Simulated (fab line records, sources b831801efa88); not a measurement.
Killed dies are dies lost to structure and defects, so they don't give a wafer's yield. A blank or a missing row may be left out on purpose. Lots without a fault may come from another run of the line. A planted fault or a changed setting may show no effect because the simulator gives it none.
Problem report in the 8D (eight disciplines) form, filled by code | flow gf180mcu | the parts of the form that need people (team, actions taken, sign-off) are left out

1. THE PROBLEM
HV_LDD_4_TW at GF_HV_LDD_TW_MEAS_50 reads a mean of 603 on 9 wafers of 3 lots; wafers without a fault read 566 with a standard deviation of 3.3. That is +11 standard deviations from the usual mean.
First seen on wafer L251.2, day 14 03:25, on film_metro-04. The record holds 36 wafers of 12 lots with a number at this step. Rule for "out", or "out of limits": more than 4 standard deviations from the usual mean. The other wafers with a number count as sound.

2. WHAT IT IS AND WHAT IT IS NOT
question                    | is                           | is not
which readings at this step | HV_LDD_4_TW                  | -
which lots                  | L251, L253, L254             | L246, L247, L248, L249, L260, L261, L263, L265, L266
which wafers of those lots  | all that have a number       | -
read on which gauges        | film_metro-01, film_metro-04 | film_metro-03
when                        | from day 14 03:25            | up to then (12 sound wafers); but 15 sound wafers of L260, L261, L263, L265, L266 came after

3. SUSPECTS, AND WHAT RULES EACH OUT
Counting: a tool at a process step up to the reading stays a suspect if it ran every lot that is out and no sound lot after the first of them.
- the gauge at GF_HV_LDD_TW_MEAS_50: ruled out. The wafers that are out were read on 2 gauges (film_metro-01, film_metro-04).
- implanter-01 at GF_HV_LDD_IMPLANT_48: ruled out as a lasting fault. Sound lots L260, L261, L263 ran on it after its first lot that is out, L251 (day 14 03:10).
Left after counting: nothing in the record.

4. THE CAUSE (what the simulator had put in)
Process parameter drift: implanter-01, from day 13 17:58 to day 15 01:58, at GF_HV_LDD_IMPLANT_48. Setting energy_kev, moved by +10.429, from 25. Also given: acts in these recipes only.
Counting ruled it out, wrongly: the rule takes a fault to strike every lot that its tool runs from its start on, and this one did not.

5. THE CHAIN OF EFFECTS, in route order
Each row: a reading whose mean over the struck wafers that have a number lies more than 3 standard deviations from the usual. Only readings for which the record gives a usual standard deviation are gone through. hours: the time from each lot's start at the first step in this table that gives one to its start at this step, as a median over the lots. sigmas: the change in usual standard deviations.
hours | step                 | reading         | usual  | on struck wafers | change  | sigmas
0     | GF_HV_LDD_IMPLANT_48 | beam_energy_keV | 25.000 | 35.427           | +10.427 | +99 or more
0     | GF_HV_LDD_TW_MEAS_50 | HV_LDD_4_TW     | 566    | 603              | +37     | +11
The process steps in it:
- GF_HV_LDD_IMPLANT_48

6. WHAT WOULD HAVE CAUGHT IT SOONER
In this record the first reading out of limits at a measuring or inspecting step was taken at day 14 03:25, 9 hours after the fault began at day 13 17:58.
The tool's own readings at GF_HV_LDD_IMPLANT_48 were out on every struck wafer that the step has a row for (beam_energy_keV): an alarm limit on them would have fired on the first of those.
